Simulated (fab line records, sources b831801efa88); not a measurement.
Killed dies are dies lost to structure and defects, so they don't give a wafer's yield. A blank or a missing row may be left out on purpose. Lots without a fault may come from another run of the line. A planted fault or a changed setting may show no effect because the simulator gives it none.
One fault seen from 2 desks | flow gf180mcu | each desk has only its own numbers; what lay behind them comes last

THE METROLOGY DESK
What the gauges read, lot by lot, whatever tool the lot ran on: means of the sampled wafers that have a number. A lot is out of limits, marked OUT, if its mean lies more than 4 standard deviations from the usual mean; the brackets give that distance.
Columns: A = M2_ALCU_RS at GF_M2_RS_MEAS_05, usual 0.0693 ohm/sq; B = M2_ALCU_THK at GF_M2_THK_MEAS_06, usual 452 nm; C = cd_nm at GF_M2_CD_MEAS_14, usual 280.0 nm
lot  | first seen here | A      | B   | C
L182 | day 19 08:07    | 0.0699 | 449 | 279.0
L187 | day 21 14:19    | 0.0690 | 456 | -
L188 | day 21 18:32    | 0.0689 | 453 | -
L196 | day 24 19:52    | 0.0693 | 453 | 280.8
L200 | day 26 00:19    | 0.0690 | 455 | 280.5
L203 | day 26 20:05    | 0.0695 | 453 | 279.3
This desk's finding: nothing out of limits on any of the 6 lots.

THE TOOL OWNER'S DESK: litho_track-03
The tool's own readings at GF_M2_DEVELOP_13 (develop time 60 s): means of the sampled wafers that have a number, for each lot that ran on this tool. A lot is out of limits, marked OUT, if its mean lies more than 4 standard deviations from the usual mean; the brackets give that distance.
Columns: A = chill_plate_temp_C at GF_M2_DEVELOP_13, usual 23.02 C
lot  | first seen here | A
L203 | day 27 16:35    | 22.87
This desk's finding: nothing out of limits on the one lot.

PUT TOGETHER
The metrology desk saw nothing out of limits.
The tool owner's desk saw nothing out of limits.

WHAT THE SIMULATOR HAD PUT IN
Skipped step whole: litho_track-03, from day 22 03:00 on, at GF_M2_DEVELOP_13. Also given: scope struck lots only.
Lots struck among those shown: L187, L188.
